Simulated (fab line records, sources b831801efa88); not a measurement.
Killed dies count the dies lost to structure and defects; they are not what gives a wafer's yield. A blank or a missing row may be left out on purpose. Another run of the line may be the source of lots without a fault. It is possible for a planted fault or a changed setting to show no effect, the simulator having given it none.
fab line records	flow sky130
record: lots: 6	wafers: 16	last_day: 50
route steps=708 shown PWDE@50 NWELL@56 PAD_OPEN@708
lots that met no fault: from a run of the same line without faults
start_h: hours from the record's first day to the start of the lot's first wafer shown	wait_h: how many hours have passed since the lot's step before this one	" same as the row above	L1.1+2: a single row standing in for several wafers	- no value, or no start given	* or withheld: withheld	< > ~ a bound
route shown NAME@n: NAME is a module with steps in the file, n the number in the route of the first one	usual: mean/standard deviation taken from wafers without a fault	same: alike in all rows	chamber/n: place in a boat	sites: per-site readings	_std_site: how widely they spread, as a standard deviation	_edge_site: mean of outer sites minus mean of inner sites	radius_mm: how far each site lies from the wafer's centre	mask NAME#n: copy n	behind: the tool/chamber that last shaped the wafer	hold: why the lot went on hold/how many hours it stayed there/how the hold came to an end	device: the n, p or np transistor that did not switch	end of line: the route-end tests of the same wafers	a step without rows: its recipe alone	killed: not the wafer's yield, but the dies lost to structure and defects at the first sort	map: a wafer's dies, marking killed ones x, the rest . and places with no die _
set.NAME: setting as actually run; set.NAME@STEP: the setting as run at that earlier step	model.NAME: the simulator's own value behind a step, which no gauge read
lots at some steps of the route; a table a step, a row a wafer
services: when a tool's chamber went out of use (start_h, in hours from the record's first day, below 0 if earlier), for how many hours, and the reason
== steps ==
step: SKY_PWDE_PEB_05
recipe: temp_c: 115	time_s: withheld
step: SKY_PWDE_DEVELOP_06
recipe: wall_angle_deg: 90	developer: TMAH	develop_time_s: 60	dev_temp_c: 23
step: SKY_PWDE_OVL_MEAS_07
usual: PWDE_OVL: -0.1/1.2
lot.wafer	tool	chamber	start_h	wait_h	PWDE_OVL[nm]
L450.1	overlay-02	-	80.59	-	1.6
L450.2	"	-	"	"	0.2
L450.6	"	-	"	"	-0.3
L451.2	overlay-02	-	85.26	-	-0.2
L451.4	"	-	"	"	0.4
L451.5	"	-	"	"	-0.7
L459.4	overlay-02	-	138.70	-	-0.8
L459.6	"	-	"	"	-0.5
L460.4	overlay-02	-	140.53	-	0.3
L460.5	"	-	"	"	0.8
L470.1	overlay-02	-	190.99	-	0.9
L470.2	"	-	"	"	0.8
L470.6	"	-	"	"	0.8
L471.2	overlay-01	-	194.76	-	0.0
L471.3	"	-	"	"	1.7
L471.5	"	-	"	"	1.0
step: SKY_PWDE_IMPLANT_08
recipe: species: B	energy_kev: 150	dose_cm2: 3.6e+12	tilt_deg: withheld
step: SKY_PWDE_STRIP_09
recipe: chemistry: O2/N2	power_w: 1400	pressure_mtorr: 1500	platen_temp_c: withheld	o2_flow_sccm: 3000	n2_flow_sccm: 300	overash_fraction: 0.5
usual: drypump_motor_current_A: 5.8/0.47	oes_product_au: 0.722/0.0047	strip_time_to_endpoint_s: 36.94/0.1
lot.wafer	tool	chamber	start_h	wait_h	drypump_motor_current_A	oes_product_au	rf_hours_counter_h	strip_time_to_endpoint_s
L450.1	plasma_asher-03	1	80.78	0.1	5.6	0.722	40	36.98
L450.2	"	0	"	"	6.0	0.733	40	37.04
L450.6	"	0	"	"	6.0	0.728	-	37.01
L451.2	plasma_asher-02	0	85.44	0.1	5.4	0.721	38	36.98
L451.4	"	1	"	"	5.5	0.714	-	36.90
L451.5	"	1	"	"	5.5	0.716	-	36.99
L459.4	plasma_asher-04	0	138.90	0.1	6.6	0.713	-	36.94
L459.6	"	0	"	"	6.6	0.717	-	36.86
L460.4	plasma_asher-02	0	140.73	0.1	5.4	0.723	-	36.69
L460.5	"	0	"	"	5.4	0.722	-	36.86
L470.1	plasma_asher-04	0	191.18	0.1	6.6	0.720	7	36.89
L470.2	"	1	"	"	5.4	0.720	7	36.86
L470.6	"	0	"	"	6.6	0.728	-	36.92
L471.2	plasma_asher-03	0	194.94	0.1	6.0	0.719	50	36.95
L471.3	"	1	"	"	5.6	0.719	-	36.85
L471.5	"	0	"	"	6.0	0.712	-	36.86
step: SKY_PWDE_TW_MEAS_10
usual: PWDE_TW: 376/3.1
lot.wafer	tool	chamber	start_h	wait_h	PWDE_TW
L450.1	film_metro-03	-	80.88	0.1	377
L450.2	"	-	"	"	375
L450.6	"	-	"	"	376
L451.2	film_metro-03	-	85.55	0.1	377
L451.4	"	-	"	"	378
L451.5	"	-	"	"	376
L459.4	film_metro-03	-	139.00	0.1	374
L459.6	"	-	"	"	374
L460.4	film_metro-04	-	140.82	0.1	382
L460.5	"	-	"	"	377
L470.1	film_metro-04	-	191.28	0.1	376
L470.2	"	-	"	"	378
L470.6	"	-	"	"	377
L471.2	film_metro-04	-	195.05	0.1	378
L471.3	"	-	"	"	377
L471.5	"	-	"	"	379
step: SKY_NWELL_DEHYDRATE_03
recipe: temp_c: 200	time_s: 60
step: SKY_NWELL_HMDS_04
recipe: prime_time_s: 60	prime_temp_c: 120
step: SKY_NWELL_COAT_05
recipe: spin_rpm: 2000	resist_thk_nm: 3000
step: SKY_NWELL_SOFTBAKE_06
recipe: temp_c: 110	time_s: withheld
step: SKY_NWELL_EXPOSE_07
recipe: mask_id: NWM	na: 0.6	source_shape: conventional	sigma_outer: 0.6	polarization: unpolarized	target_cd_nm: 840	dose_mj: 255
step: SKY_NWELL_PEB_08
recipe: temp_c: 115	time_s: withheld
step: SKY_NWELL_DEVELOP_09
recipe: wall_angle_deg: 90	developer: TMAH	develop_time_s: 60	dev_temp_c: 23
lot.wafer	tool	chamber	start_h	wait_h
L450.1+2+6	litho_track-04	0	95	-
L451.2+4+5	litho_track-01	0	101	-
L459.4+6	litho_track-04	0	156	-
L460.4+5	litho_track-04	0	159	-
L470.1+2+6	litho_track-01	0	213	-
L471.2+3+5	litho_track-03	0	216	-
step: SKY_NWELL_OVL_MEAS_10
usual: NWELL_00_OVL: 0.2/1.7
lot.wafer	tool	chamber	start_h	wait_h	NWELL_00_OVL[nm]
L450.1	overlay-01	-	95.21	-	1.3
L450.2	"	-	"	"	2.2
L450.6	"	-	"	"	2.0
L451.2	overlay-01	-	101.33	-	-0.6
L451.4	"	-	"	"	-3.4
L451.5	"	-	"	"	-2.2
L459.4	overlay-01	-	157.08	-	-
L459.6	"	-	"	"	-
L460.4	overlay-01	-	159.88	-	-
L460.5	"	-	"	"	-1.8
L470.1	overlay-01	-	213.37	-	-1.1
L470.2	"	-	"	"	-0.9
L470.6	"	-	"	"	-1.9
L471.2	overlay-01	-	216.84	-	-1.6
L471.3	"	-	"	"	-1.1
L471.5	"	-	"	"	-0.1
step: SKY_NWELL_IMPLANT_11
recipe: species: P	energy_kev: 400	dose_cm2: 1.9e+13	tilt_deg: withheld
step: SKY_NWELL_IMPLANT_12
recipe: species: P	energy_kev: 120	dose_cm2: 1.3e+12	tilt_deg: withheld
step: SKY_NWELL_IMPLANT_13
recipe: species: P	energy_kev: 50	dose_cm2: 7e+11	tilt_deg: withheld
step: SKY_NWELL_STRIP_14
recipe: chemistry: O2/N2	power_w: 1400	pressure_mtorr: 1500	platen_temp_c: withheld	o2_flow_sccm: 3000	n2_flow_sccm: 300	overash_fraction: 0.5
usual: drypump_motor_current_A: 5.7/0.47	oes_product_au: 0.723/0.0047	strip_time_to_endpoint_s: 36.90/0.11
lot.wafer	tool	chamber	start_h	wait_h	drypump_motor_current_A	oes_product_au	rf_hours_counter_h	strip_time_to_endpoint_s
L450.1	plasma_asher-04	1	95.69	0.1	5.4	0.722	42	36.98
L450.2	"	0	"	"	6.6	0.724	42	36.87
L450.6	"	1	"	"	5.4	0.724	-	36.83
L451.2	plasma_asher-01	0	101.81	0.1	5.7	0.723	29	36.94
L451.4	"	0	"	"	5.7	0.725	-	36.82
L451.5	"	1	"	"	5.9	0.723	-	36.99
L459.4	plasma_asher-01	1	157.58	0.1	5.9	0.726	-	36.66
L459.6	"	0	"	"	5.7	0.721	-	36.71
L460.4	plasma_asher-04	0	160.38	0.1	6.6	0.722	-	37.01
L460.5	"	1	"	"	5.4	0.728	-	37.08
L470.1	plasma_asher-04	0	213.86	0.1	6.6	0.707	9	36.71
L470.2	"	1	"	"	5.4	0.724	9	36.78
L470.6	"	1	"	"	5.4	0.724	-	36.83
L471.2	plasma_asher-04	1	217.32	0.1	5.4	0.720	10	36.82
L471.3	"	0	"	"	6.6	0.726	-	36.77
L471.5	"	0	"	"	6.6	0.723	-	36.68
step: SKY_NWELL_TW_MEAS_15
usual: NWELL_TW: 1833/13
lot.wafer	tool	chamber	start_h	wait_h	NWELL_TW
L450.1	film_metro-02	-	95.79	0.1	1805
L450.2	"	-	"	"	1813
L450.6	"	-	"	"	1806
L451.2	film_metro-04	-	101.92	0.1	1834
L451.4	"	-	"	"	1840
L451.5	"	-	"	"	1845
L459.4	film_metro-04	-	157.67	0.1	31
L459.6	"	-	"	"	31
L460.4	film_metro-03	-	160.47	0.1	30
L460.5	"	-	"	"	1846
L470.1	film_metro-04	-	213.96	0.1	1834
L470.2	"	-	"	"	1842
L470.6	"	-	"	"	1842
L471.2	film_metro-04	-	217.43	0.1	1843
L471.3	"	-	"	"	1841
L471.5	"	-	"	"	1832
step: SKY_NWELL_DEHYDRATE_16
recipe: temp_c: 200	time_s: 60
step: SKY_PAD_OPEN_PROBE_99
usual: killed_at_M0_to_M3: 44/7.7	killed_at_M4_up: 3.0/1.9	killed_at_contacts: 25/5.6	killed_at_front_end: 15/4.6	killed_at_other: 0.3/0.47	killed_dies: 86/9.9	killed_on_rim: 17/3.6	killed_open: 47/7.4	killed_short: 39/5.9
same: gross_dies: 492	killed_at_back_side: 0
lot.wafer	tool	chamber	start_h	wait_h	killed_at_M0_to_M3	killed_at_M4_up	killed_at_contacts	killed_at_front_end	killed_at_other	killed_dies	killed_on_rim	killed_open	killed_short
L450.1	prober-01	-	1090.66	0.1	45	2	22	15	0	84	14	45	39
L450.2	prober-01	-	1090.71	0.1	49	4	26	17	0	96	18	57	39
L450.6	prober-01	-	1090.91	0.2	35	4	20	17	0	76	18	38	38
L451.2	prober-02	-	1109.17	0.1	34	5	24	13	1	77	20	38	39
L451.4	prober-02	-	1109.27	0.2	72	6	17	22	0	117	27	66	51
L451.5	prober-02	-	1109.32	0.2	61	2	24	14	0	101	15	63	38
L459.4	prober-02	-	1146.71	0.2	45	1	21	423	2	492	96	46	47
L459.6	prober-02	-	1146.81	0.2	31	5	35	421	0	492	96	57	31
L460.4	prober-01	-	1153.71	0.2	43	3	25	421	0	492	96	48	46
L460.5	prober-01	-	1153.76	0.2	37	2	26	17	0	82	10	43	39
L470.1	prober-02	-	1199.07	0.1	49	1	21	19	1	91	23	55	36
L470.2	prober-02	-	1199.12	0.1	40	4	15	10	0	69	13	31	38
L470.6	prober-02	-	1199.32	0.2	26	5	14	14	0	59	12	33	26
killed by level:class
L450.1 VIA1:geometric_particle:open=14 LI_CONTACT:geometric_particle:open=7 VIA2:geometric_particle:open=6 CONTACT:geometric_particle:short=6 VIA1:geometric_particle:short=6 METAL2:geometric_particle:short=6 POLY_GATE:geometric_particle:short=5 VIA3:geometric_particle:open=5
L450.2 CONTACT:geometric_particle:open=12 VIA3:geometric_particle:open=10 VIA1:geometric_particle:open=9 VIA2:geometric_particle:open=9 METAL2:geometric_particle:short=6 POLY_GATE:geometric_particle:open=5 POLY_GATE:geometric_particle:short=4 CONTACT:geometric_particle:short=4
L450.6 VIA1:geometric_particle:open=13 LOCAL_INTERCONNECT:geometric_particle:short=7 POLY_GATE:geometric_particle:short=6 VIA2:geometric_particle:short=6 CONTACT:geometric_particle:open=5 VIA2:geometric_particle:open=5 FIELD_ISO:geometric_particle:open=3 FIELD_ISO:geometric_particle:short=3
L451.2 VIA2:geometric_particle:open=12 CONTACT:geometric_particle:open=7 LOCAL_INTERCONNECT:geometric_particle:short=6 LI_CONTACT:geometric_particle:open=5 METAL1:geometric_particle:short=5 METAL4:geometric_particle:short=5 VIA1:geometric_particle:short=4 METAL2:geometric_particle:short=4
L451.4 VIA2:geometric_particle:open=14 METAL1:geometric_particle:short=13 VIA1:geometric_particle:open=11 METAL2:geometric_particle:short=10 VIA3:geometric_particle:open=8 LI_CONTACT:geometric_particle:open=7 FIELD_ISO:geometric_particle:short=6 FIELD_ISO:geometric_particle:open=6
L451.5 VIA1:geometric_particle:open=16 VIA2:geometric_particle:open=12 LI_CONTACT:geometric_particle:open=10 METAL2:geometric_particle:short=8 CONTACT:geometric_particle:open=7 VIA1:geometric_particle:short=6 METAL1:geometric_particle:short=6 POLY_GATE:geometric_particle:open=5
L459.4 NWELL:area_develop=399 VIA1:geometric_particle:open=12 POLY_GATE:geometric_particle:open=9 POLY_GATE:geometric_particle:short=7 VIA1:geometric_particle:short=6 CONTACT:geometric_particle:short=5 METAL3:geometric_particle:short=5 LOCAL_INTERCONNECT:geometric_particle:short=5
L459.6 NWELL:area_develop=404 VIA1:geometric_particle:open=11 LI_CONTACT:geometric_particle:open=10 CONTACT:geometric_particle:open=10 CONTACT:geometric_particle:short=9 VIA2:geometric_particle:open=7 POLY_GATE:geometric_particle:open=5 POLY_GATE:geometric_particle:short=4
L460.4 NWELL:area_develop=398 VIA1:geometric_particle:open=10 CONTACT:geometric_particle:open=9 VIA3:geometric_particle:open=9 VIA1:geometric_particle:short=7 FIELD_ISO:geometric_particle:open=6 CONTACT:geometric_particle:short=6 POLY_GATE:geometric_particle:short=5
L460.5 VIA1:geometric_particle:open=10 CONTACT:geometric_particle:open=9 LI_CONTACT:geometric_particle:open=6 METAL2:geometric_particle:short=5 LI_CONTACT:geometric_particle:short=4 VIA1:geometric_particle:short=4 CONTACT:geometric_particle:short=4 METAL1:geometric_particle:short=4
L470.1 VIA1:geometric_particle:open=12 METAL2:geometric_particle:short=8 CONTACT:geometric_particle:open=7 METAL3:geometric_particle:short=5 VIA1:geometric_particle:short=5 VIA2:geometric_particle:open=5 VIA3:geometric_particle:open=5 FIELD_ISO:geometric_particle:open=4
L470.2 VIA2:geometric_particle:open=7 POLY_GATE:geometric_particle:short=6 METAL1:geometric_particle:short=5 CONTACT:geometric_particle:open=5 VIA1:geometric_particle:open=5 METAL3:geometric_particle:short=5 VIA1:geometric_particle:short=4 METAL2:geometric_particle:short=4
L470.6 VIA1:geometric_particle:open=8 LI_CONTACT:geometric_particle:open=6 VIA1:geometric_particle:short=6 CONTACT:geometric_particle:short=4 POLY_GATE:geometric_particle:short=3 SPACER:geometric_particle:open=3 VIA3:geometric_particle:open=3 METAL4:geometric_particle:open=3
map L459.4 (x killed, . not)
__________xxxxxxxxxx_________
________xxxxxxxxxxxxxx_______
______xxxxxxxxxxxxxxxxxx_____
_____xxxxxxxxxxxxxxxxxxxx____
____xxxxxxxxxxxxxxxxxxxxxx___
___xxxxxxxxxxxxxxxxxxxxxxxx__
__xxxxxxxxxxxxxxxxxxxxxxxxxx_
_xxxxxxxxxxxxxxxxxxxxxxxxxxxx
_xxxxxxxxxxxxxxxxxxxxxxxxxxxx
_xxxxxxxxxxxxxxxxxxxxxxxxxxxx
_xxxxxxxxxxxxxxxxxxxxxxxxxxxx
_xxxxxxxxxxxxxxxxxxxxxxxxxxxx
_xxxxxxxxxxxxxxxxxxxxxxxxxxxx
_xxxxxxxxxxxxxxxxxxxxxxxxxxxx
_xxxxxxxxxxxxxxxxxxxxxxxxxxxx
__xxxxxxxxxxxxxxxxxxxxxxxxxx_
___xxxxxxxxxxxxxxxxxxxxxxxx__
____xxxxxxxxxxxxxxxxxxxxxx___
_____xxxxxxxxxxxxxxxxxxxx____
______xxxxxxxxxxxxxxxxxx_____
________xxxxxxxxxxxxxx_______
__________xxxxxxxxxx_________
map L460.4 (x killed, . not)
__________xxxxxxxxxx_________
________xxxxxxxxxxxxxx_______
______xxxxxxxxxxxxxxxxxx_____
_____xxxxxxxxxxxxxxxxxxxx____
____xxxxxxxxxxxxxxxxxxxxxx___
___xxxxxxxxxxxxxxxxxxxxxxxx__
__xxxxxxxxxxxxxxxxxxxxxxxxxx_
_xxxxxxxxxxxxxxxxxxxxxxxxxxxx
_xxxxxxxxxxxxxxxxxxxxxxxxxxxx
_xxxxxxxxxxxxxxxxxxxxxxxxxxxx
_xxxxxxxxxxxxxxxxxxxxxxxxxxxx
_xxxxxxxxxxxxxxxxxxxxxxxxxxxx
_xxxxxxxxxxxxxxxxxxxxxxxxxxxx
_xxxxxxxxxxxxxxxxxxxxxxxxxxxx
_xxxxxxxxxxxxxxxxxxxxxxxxxxxx
__xxxxxxxxxxxxxxxxxxxxxxxxxx_
___xxxxxxxxxxxxxxxxxxxxxxxx__
____xxxxxxxxxxxxxxxxxxxxxx___
_____xxxxxxxxxxxxxxxxxxxx____
______xxxxxxxxxxxxxxxxxx_____
________xxxxxxxxxxxxxx_______
__________xxxxxxxxxx_________
== services ==
tool	chamber	start_h	hours	kind
plasma_asher-01	-	63.65	2.8	pm
plasma_asher-03	-	76.59	3.0	repair
plasma_asher-03	-	81.00	9.2	repair
plasma_asher-03	-	81.67	0.3	repair
plasma_asher-04	-	108.75	9.0	pm
plasma_asher-04	0	108.75	9.0	vent_cycle
plasma_asher-04	1	108.75	9.0	vent_cycle
plasma_asher-03	-	110.42	1.1	repair
plasma_asher-04	0	117.75	-	clean
plasma_asher-04	1	117.75	-	clean
plasma_asher-03	-	122.70	4.0	repair
plasma_asher-03	-	131.09	4.3	pm
plasma_asher-04	-	132.58	1.4	repair
plasma_asher-01	-	156.39	0.7	repair
plasma_asher-03	-	166.67	1.1	repair
== key ==
first_sign: step: SKY_NWELL_OVL_MEAS_10	reading: NWELL_00_OVL	direction: missing
effect: step: SKY_NWELL_TW_MEAS_15	reading: NWELL_TW	direction: down	sigmas: 99+	usual: 1833	struck: 31
effect: step: SKY_PAD_OPEN_PROBE_99	reading: killed_at_front_end	direction: up	sigmas: 89	usual: 15	struck: 422
more_kills_born_at: SKY_NWELL_DEVELOP_09@litho_track-04: 1201
met_at SKY_NWELL_DEVELOP_09
struck_wafers L459.4,L459.6,L460.4
tester_left_out L459,L460
onset_between 95 156
fault: kind: process_parameter_drift	tool: litho_track-04	chamber: -	onset_h: 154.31	steps: SKY_NWELL_DEVELOP_09	channel: develop_time_s	offset: *	shape: step	end_h: 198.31	scope: struck_wafers_only	acts_in: *	stated: *
tester_left_out: of these lots the tester's yield and bins aren't shown, on N5 and GAA mostly nor the transistor test; their killed dies are dies lost to structure and defects alone, not to doping, threshold or leakage, so they don't give the yield
